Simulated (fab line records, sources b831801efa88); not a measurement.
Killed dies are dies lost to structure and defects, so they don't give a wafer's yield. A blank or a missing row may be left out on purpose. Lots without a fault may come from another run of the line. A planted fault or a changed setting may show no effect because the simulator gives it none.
fab line records | flow sky130
record lots=6 wafers=18 last_day=49
route steps=708 shown LI_CONTACT@364 PAD_OPEN@708
lots that met no fault: from a run of the same line without faults
start_h: hours from the record's first day to the start of the lot's first wafer shown | wait_h: hours since the lot's step before | " the same as in the row above | L1.1+2: a row that stands for several wafers | - no value, or no start given | * or withheld: withheld | < > ~ a bound
route shown NAME@n: a module of which the file shows steps, and the number in the route of the first | usual: mean/standard deviation of fault-free wafers | same: alike in all rows | chamber/n: place in a boat | sites: the reading at each site | _std_site: their standard deviation | _edge_site: outer sites' mean less inner sites' | radius_mm: how far each site lies from the wafer's centre | mask NAME#n: copy n | behind: the tool/chamber that last shaped the wafer | hold: why the lot was held/for how many hours/how that ended | device: the transistor (n, p or np) that didn't switch | end of line: the same wafers' tests at the end of the route | a step without rows: its recipe alone | killed: dies lost to structure and defects at the first sort, not the wafer's yield | map: a wafer's dies, x killed, . not, _ none there
set.NAME: the setting as run; set.NAME@STEP: as run at that earlier step | model.NAME: the simulator's own value behind a step, which no gauge read
lots at some steps of the route; a table a step, a row a wafer
services: from which hour (start_h, from the record's first day; less than 0 if before it) a tool's chamber was out of use, for how many hours, and why
## steps
# step SKY_LI_CONTACT_CMP_02
# recipe material=PSG down_force_psi=4 platen_rpm=60 pad_velocity_m_s=0.94248
# usual motor_current_A=12.5/0.9 time_to_endpoint_s=32.8/2.1
# columns lot.wafer tool chamber start_h wait_h motor_current_A time_to_endpoint_s
L380.1 cmp-01 0 653.12 0.1 13.4 32.4
L380.4 " 1 " " 13.5 32.8
L380.6 " 0 " " 13.8 30.7
L386.1 cmp-01 1 705.48 0.1 13.2 34.4
L386.6 " 0 " " 13.9 35.2
L386.5 " 1 " " 12.8 32.2
L389.2 cmp-02 2 724.84 0.2 12.5 37.2
L389.6 " 3 " " 13.6 34.1
L389.5 " 0 " " 11.7 33.2
L391.4 cmp-02 1 744.40 0.1 10.9 32.2
L391.1 " 3 " " 14.1 31.1
L391.5 " 0 " " 12.7 31.3
L394.3 cmp-02 1 763.59 0.2 11.3 29.7
L394.2 " 2 " " 11.9 31.6
L394.4 " 3 " " 13.9 28.6
L397.3 cmp-01 3 790.66 0.1 11.4 33.9
L397.2 " 0 " " 13.6 35.0
L397.6 " 1 " " 12.6 29.6
# step SKY_LI_CONTACT_BOW_MEAS_03
# recipe mode=bow
# usual LI_CONTACT_BOW=55/6.6
# columns lot.wafer tool chamber start_h wait_h LI_CONTACT_BOW[um]
L380.1 film_metro-01 - 653.42 0.2 43
L380.4 " - " " 54
L380.6 " - " " 62
L386.1 film_metro-04 - 705.73 0.2 54
L386.5 " - " " 48
L386.6 " - " " 48
L389.2 film_metro-04 - 725.01 0.1 52
L389.5 " - " " 56
L389.6 " - " " 42
L391.1 film_metro-04 - 744.65 0.1 63
L391.4 " - " " 59
L391.5 " - " " 56
L394.2 film_metro-02 - 763.91 0.2 57
L394.3 " - " " 55
L394.4 " - " " 54
L397.2 film_metro-04 - 790.88 0.1 63
L397.3 " - " " 70
L397.6 " - " " 63
# step SKY_LI_CONTACT_DEHYDRATE_04
# recipe temp_c=200 time_s=60
# step SKY_LI_CONTACT_HMDS_05
# recipe prime_time_s=60 prime_temp_c=120
# step SKY_LI_CONTACT_COAT_06
# recipe resist=BARC temp_c=withheld time_s=withheld spin_rpm=3000 resist_thk_nm=60
# step SKY_LI_CONTACT_COAT_07
# recipe resist=KrF-thick spin_rpm=3000 resist_thk_nm=450
# step SKY_LI_CONTACT_SOFTBAKE_08
# recipe temp_c=100 time_s=90 resist=KrF-thick
# step SKY_LI_CONTACT_EXPOSE_09
# recipe mask_id=LICM1 na=0.8 source_shape=annular sigma_inner=0.55 sigma_outer=0.85 target_cd_nm=170 dose_mj=38
# step SKY_LI_CONTACT_PEB_10
# recipe peb_temp_c=withheld peb_time_s=withheld resist=KrF-thick
# step SKY_LI_CONTACT_DEVELOP_11
# recipe develop_time_s=60 resist=KrF-thick dev_temp_c=21
# step SKY_LI_CONTACT_CD_MEAS_12
# recipe target_cd_nm=170
# usual cd_nm=170.2/1.3
# columns lot.wafer tool chamber start_h wait_h cd_nm
L380.1 cd_sem-01 - 682.10 - 172.8
L380.4 " - " " 172.0
L380.6 " - " " 170.9
L386.1 cd_sem-02 - 733.09 - 170.7
L386.5 " - " " 170.9
L386.6 " - " " 170.6
L389.2 cd_sem-01 - 752.32 - 172.8
L389.5 " - " " 173.3
L389.6 " - " " 172.9
L391.1 cd_sem-01 - 772.30 - 169.2
L391.4 " - " " 171.5
L391.5 " - " " 172.2
L394.2 cd_sem-01 - 790.77 - 170.6
L394.3 " - " " 172.3
L394.4 " - " " 172.8
L397.2 cd_sem-01 - 817.81 - 169.6
L397.3 " - " " 170.9
L397.6 " - " " 170.2
# step SKY_LI_CONTACT_OVL_MEAS_13
# usual LI_CONTACT_OVL=1/5
# columns lot.wafer tool chamber start_h wait_h LI_CONTACT_OVL[nm]
L380.1 overlay-02 - 682.22 0.1 -6
L380.4 " - " " 2
L380.6 " - " " -3
L386.1 overlay-01 - 733.21 0.1 7
L386.5 " - " " 6
L386.6 " - " " 9
L389.2 overlay-01 - 752.43 0.1 0
L389.5 " - " " -9
L389.6 " - " " -2
L391.1 overlay-01 - 772.42 0.1 -6
L391.4 " - " " 3
L391.5 " - " " -7
L394.2 overlay-01 - 790.88 0.1 11
L394.3 " - " " 3
L394.4 " - " " 7
L397.2 overlay-01 - 817.91 0.1 3
L397.3 " - " " 4
L397.6 " - " " -3
# step SKY_LI_CONTACT_ETCH_14
# recipe chemistry=N2/H2 target=BARC ion_energy_ev=200 source_w=500 bias_w=100 pressure_mtorr=30 n2_flow_sccm=100 h2_flow_sccm=200 stop_on=SiO2 time_s=45.9 target_depth_a=600
# usual drypump_motor_current_A=5.7/0.41 oes_product_au=0.854/0.005 rf_fwd_power_W=494.3/2.1 throttle_valve_pct=13.225/0.0094
# same time_s=45.9
# columns lot.wafer tool chamber start_h wait_h drypump_motor_current_A oes_product_au rf_fwd_power_W rf_hours_counter_h throttle_valve_pct model.KrF-thick_of_LI_CONTACT_COAT_07.thk_nm model.LI_CONTACT.cd_nm model.SiO2_of_SONOS_ONO_CVD_04.thk_nm
L380.1 rie_diel-03 3 682.26 0.0 6.4 0.854 495.8 2 13.211 390 172.3 4.099
L380.4 " 1 " " 5.9 0.859 496.4 3 13.212 391.6 171.2 4.227
L380.6 " 0 " " 6.4 0.852 495.2 - 13.233 390.7 170.8 4.186
L386.1 rie_diel-01 2 733.24 0.0 6.0 0.864 494.9 15 13.220 393.2 171.1 4.149
L386.5 " 0 " " 5.8 0.858 492.9 - 13.248 395.1 171.2 4.147
L386.6 " 3 " " 5.7 0.858 492.6 - 13.210 395.1 170.2 4.222
L389.2 rie_diel-01 0 752.46 0.0 5.8 0.857 693.7 6 13.217 380.5 176.3 3.485
L389.5 " 2 " " 6.0 0.848 694.6 - 13.231 379.2 176.9 3.508
L389.6 " 3 " " 5.7 0.859 690.9 - 13.214 378.2 176.2 3.605
L391.1 rie_diel-01 2 772.46 0.0 6.0 0.858 696.4 15 13.234 377.1 172.9 3.381
L391.4 " 2 " " 6.0 0.852 696.8 - 13.224 376.7 175.3 3.48
L391.5 " 1 " " 5.9 0.853 696.4 - 13.232 377.4 175.4 3.517
L394.2 rie_diel-04 1 790.91 0.0 5.8 0.860 493.0 25 13.215 391.5 170.6 4.073
L394.3 " 3 " " 5.6 0.852 494.3 36 13.224 392.7 172.6 4.138
L394.4 " 2 " " 4.8 0.854 496.5 15 13.212 391.5 172.5 4.127
L397.2 rie_diel-04 0 817.94 0.0 5.1 0.849 491.6 2 13.223 391.4 169.2 4.074
L397.3 " 1 " " 5.8 0.858 494.4 26 13.226 390.7 169.7 4.101
L397.6 " 2 " " 4.8 0.848 494.7 - 13.222 392 169.7 4.059
# step SKY_LI_CONTACT_ETCH_15
# recipe target=PSG chemistry=C4F8/O2/Ar stop_on=Si taper_deg=4.15 mask_material=KrF-thick source_w=1500 bias_w=1200 pressure_mtorr=40 c4f8_flow_sccm=withheld O2_flow_sccm=6 Ar_flow_sccm=300 time_s=withheld target_depth_a=6000
# usual oes_product_au=0.837/0.0045 rf_fwd_power_W=1492/4.9
# columns lot.wafer tool chamber start_h wait_h oes_product_au rf_fwd_power_W model.KrF-thick_of_LI_CONTACT_COAT_07.thk_nm model.LI_CONTACT.cd_nm
L380.1 rie_diel-03 3 682.30 0.0 0.841 1489 227.9 172
L380.4 " 1 " " 0.835 1486 232.6 171.6
L380.6 " 0 " " 0.840 1497 228.2 170.6
L386.1 rie_diel-01 2 733.29 0.0 0.843 1498 230.4 170.9
L386.5 " 0 " " 0.832 1493 233.4 170.8
L386.6 " 3 " " 0.835 1493 232.3 170.5
L389.2 rie_diel-01 0 752.50 0.0 0.844 1493 219.2 176.2
L389.5 " 2 " " 0.838 1493 217.1 177
L389.6 " 3 " " 0.835 1488 215.5 176.4
L391.1 rie_diel-01 2 772.50 0.0 0.837 1490 213.3 172.9
L391.4 " 2 " " 0.826 1490 213.6 175.5
L391.5 " 1 " " 0.840 1497 214.5 175.9
L394.2 rie_diel-04 1 790.95 0.0 0.835 1481 229.2 170.8
L394.3 " 3 " " 0.827 1490 231.6 172.3
L394.4 " 2 " " 0.835 1496 229.5 173.1
L397.2 rie_diel-04 0 817.99 0.0 0.838 1484 228.2 169.8
L397.3 " 1 " " 0.841 1492 229.1 170
L397.6 " 2 " " 0.840 1490 228.7 170.5
# step SKY_LI_CONTACT_STRIP_16
# recipe chemistry=O2/N2 power_w=1400 pressure_mtorr=1500 platen_temp_c=withheld o2_flow_sccm=3000 n2_flow_sccm=300 overash_fraction=0.5
# usual drypump_motor_current_A=5.9/0.5 o2_flow_sccm=2999/8 oes_product_au=0.375/0.0044 strip_time_to_endpoint_s=3.485/0.026
# columns lot.wafer tool chamber start_h wait_h drypump_motor_current_A o2_flow_sccm oes_product_au rf_hours_counter_h strip_time_to_endpoint_s
L380.1 plasma_asher-04 0 682.38 - 6.4 2984 0.378 105 3.458
L380.4 " 1 " " 6.5 3000 0.380 - 3.505
L380.6 " 0 " " 6.4 2993 0.368 - 3.467
L386.1 plasma_asher-03 0 733.37 - 6.4 2983 0.375 92 3.477
L386.5 " 0 " " 6.4 3004 0.371 - 3.511
L386.6 " 1 " " 5.3 2998 0.377 - 3.508
L389.2 plasma_asher-03 0 752.58 - 6.5 3005 0.362 95 3.342
L389.5 " 1 " " 5.3 3005 0.366 - 3.344
L389.6 " 0 " " 6.5 3006 0.371 - 3.324
L391.1 plasma_asher-04 1 772.58 - 6.5 2988 0.362 3 3.288
L391.4 " 1 " " 6.5 2996 0.368 - 3.307
L391.5 " 1 " " 6.5 2992 0.371 - 3.310
L394.2 plasma_asher-04 1 791.03 - 6.5 3005 0.366 5 3.478
L394.3 " 1 " " 6.5 3007 0.370 - 3.489
L394.4 " 0 " " 6.4 3008 0.370 - 3.479
L397.2 plasma_asher-03 1 818.07 - 5.3 3004 0.380 102 3.461
L397.3 " 1 " " 5.3 3001 0.375 - 3.479
L397.6 " 1 " " 5.3 3008 0.376 - 3.471
# step SKY_LI_CONTACT_CLEAN_17
# recipe chemistry=NMP time_s=600 temp_c=60 dry=n2_spin
# step SKY_PAD_OPEN_PROBE_99
# usual killed_at_M0_to_M3=43/6.5 killed_at_M4_up=3.2/1.8 killed_at_contacts=24/5 killed_at_front_end=15/4.1 killed_at_other=0.3/0.54 killed_dies=85/9.3 killed_open=47/7.2 killed_short=39/5.9
# same gross_dies=492 killed_at_back_side=0
# columns lot.wafer tool chamber start_h wait_h killed_at_M0_to_M3 killed_at_M4_up killed_at_contacts killed_at_front_end killed_at_other killed_dies killed_open killed_short
L389.2 prober-02 - 1132.31 0.1 44 2 13 12 0 71 33 38
L389.5 prober-02 - 1132.46 0.2 50 2 20 10 0 82 48 34
L389.6 prober-02 - 1132.51 0.2 46 5 11 14 0 76 37 39
L391.5 prober-02 - 1146.90 0.2 35 4 23 9 0 71 35 36
# killed by level:class
L389.2 VIA1:geometric_particle:open=8 METAL2:geometric_particle:short=7 VIA3:geometric_particle:open=6 VIA2:geometric_particle:open=5 VIA2:geometric_particle:short=4 LI_CONTACT:geometric_particle:open=4 CONTACT:geometric_particle:open=4 VIA3:geometric_particle:short=4
L389.5 VIA1:geometric_particle:open=12 CONTACT:geometric_particle:open=10 METAL2:geometric_particle:short=9 VIA3:geometric_particle:open=7 VIA2:geometric_particle:open=6 LI_CONTACT:geometric_particle:open=5 FIELD_ISO:geometric_particle:short=4 METAL1:geometric_particle:short=4
L389.6 VIA3:geometric_particle:open=10 VIA2:geometric_particle:open=9 FIELD_ISO:geometric_particle:short=7 VIA1:geometric_particle:short=5 METAL2:geometric_particle:short=5 VIA2:geometric_particle:short=5 LOCAL_INTERCONNECT:geometric_particle:short=4 VIA1:geometric_particle:open=4
L391.5 CONTACT:geometric_particle:open=8 VIA2:geometric_particle:open=8 METAL3:geometric_particle:short=7 LI_CONTACT:geometric_particle:open=6 METAL4:geometric_particle:short=4 METAL2:geometric_particle:short=4 VIA1:geometric_particle:open=4 CONTACT:geometric_particle:short=4
## services
# columns tool chamber start_h hours kind
rie_diel-01 1 636.05 3.6 repair
cmp-02 - 650.27 10.9 pm
cmp-02 - 661.83 1.6 repair
rie_diel-04 2 663.22 6.4 repair
plasma_asher-04 - 673.51 0.4 repair
rie_diel-03 3 696.28 5.6 repair
rie_diel-04 2 719.57 5.8 repair
cmp-01 - 723.49 4.1 pm
rie_diel-03 1 727.14 2.3 repair
rie_diel-03 3 728.91 12.7 repair
rie_diel-04 0 732.29 - clean
rie_diel-04 0 732.29 17.5 scheduled_down
rie_diel-04 0 732.29 17.5 vent_cycle
plasma_asher-04 - 733.75 9.0 pm
plasma_asher-04 0 733.75 9.0 vent_cycle
plasma_asher-04 1 733.75 9.0 vent_cycle
plasma_asher-04 0 742.75 - clean
cmp-01 - 745.26 4.0 pm
rie_diel-01 0 761.67 13.6 repair
cmp-02 - 766.65 3.1 repair
rie_diel-03 - 770.88 0.5 repair
rie_diel-03 1 776.43 6.7 repair
cmp-01 - 787.43 3.0 repair
cmp-02 - 801.57 0.9 repair
## key
first_sign step=SKY_LI_CONTACT_ETCH_14 reading=rf_fwd_power_W direction=up sigmas=98 usual=494.3 struck=694.8
effect step=SKY_LI_CONTACT_STRIP_16 reading=strip_time_to_endpoint_s direction=down sigmas=6.5 usual=* struck=*
model_effect step=SKY_LI_CONTACT_ETCH_14 value=KrF-thick_of_LI_CONTACT_COAT_07.thk_nm without=393.5 struck=378.2
model_effect step=SKY_LI_CONTACT_ETCH_15 value=KrF-thick_of_LI_CONTACT_COAT_07.thk_nm without=230.9 struck=215.6
met_at SKY_LI_CONTACT_ETCH_14
struck_wafers L389.2,L389.5,L389.6,L391.1,L391.4,L391.5
tester_left_out L389,L391
onset_between 733.24 752.46
fault kind=process_parameter_drift tool=rie_diel-01 chamber=- onset_h=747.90 steps=SKY_LI_CONTACT_ETCH_14 channel=source_w offset=200 shape=step end_h=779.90 acts_in=these_recipes_only stated=500
# tester_left_out: of these lots the tester's yield and bins aren't shown, on N5 and GAA mostly nor the transistor test; their killed dies are dies lost to structure and defects alone, not to doping, threshold or leakage, so they don't give the yield
